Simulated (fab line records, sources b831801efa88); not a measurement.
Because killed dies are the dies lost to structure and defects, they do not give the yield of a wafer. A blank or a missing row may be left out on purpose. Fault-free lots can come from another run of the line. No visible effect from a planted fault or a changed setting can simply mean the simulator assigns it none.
Matching of chambers | flow sky130 | 3 sister chambers for SKY_CAPM_CVD_00 on pecvd-01
The step deposits SiO2, target thk 15.5 nm. 6 wafers are shown with their chamber, then 7 later ones without.

WAFERS, EACH WITH ITS CHAMBER
wafer  | chamber | heater-power-w (W)
L084.3 | 2       | 606
L084.6 | 0       | 804
L085.5 | 0       | 823
L085.6 | 1       | 781
L086.1 | 2       | 693
L086.2 | 1       | 791

WAFERS MISSING THEIR CHAMBER
wafer  | heater-power-w (W)
L086.3 | 809
L094.2 | 853
L094.4 | 848
L094.5 | 691
L097.1 | 823
L097.3 | 664
L097.4 | 666

THE CHAMBER EACH PASSED THROUGH
wafer  | from the rows above     | in truth
L086.3 | can't be placed: 0 or 1 | 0
L094.2 | can't be placed: 0 or 1 | 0
L094.4 | can't be placed: 0 or 1 | 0
L094.5 | can't be placed: 2 or 1 | 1
L097.1 | can't be placed: 0 or 1 | 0
L097.3 | 2                       | 2
L097.4 | 2                       | 2
2 of 7 placed correctly. Can't be placed from these rows: 5 (the true chamber is among the candidates in 5). Number placed wrongly: 0.
How it was worked out, from the rows above alone: a wafer's distance from a chamber is the root of the sum, over the readings, of the square of ((its reading less the chamber's mean) divided by the reading's scatter). The wafer belongs to the nearest chamber; if the next one is less than 2 further off, it can't be placed. For every chamber, the mean is computed from those of its wafers that are shown. How the scatter is found: for the shown wafers, subtract from each reading the mean of its chamber, square and add these, divide the total by (wafers less chambers), then take the root.
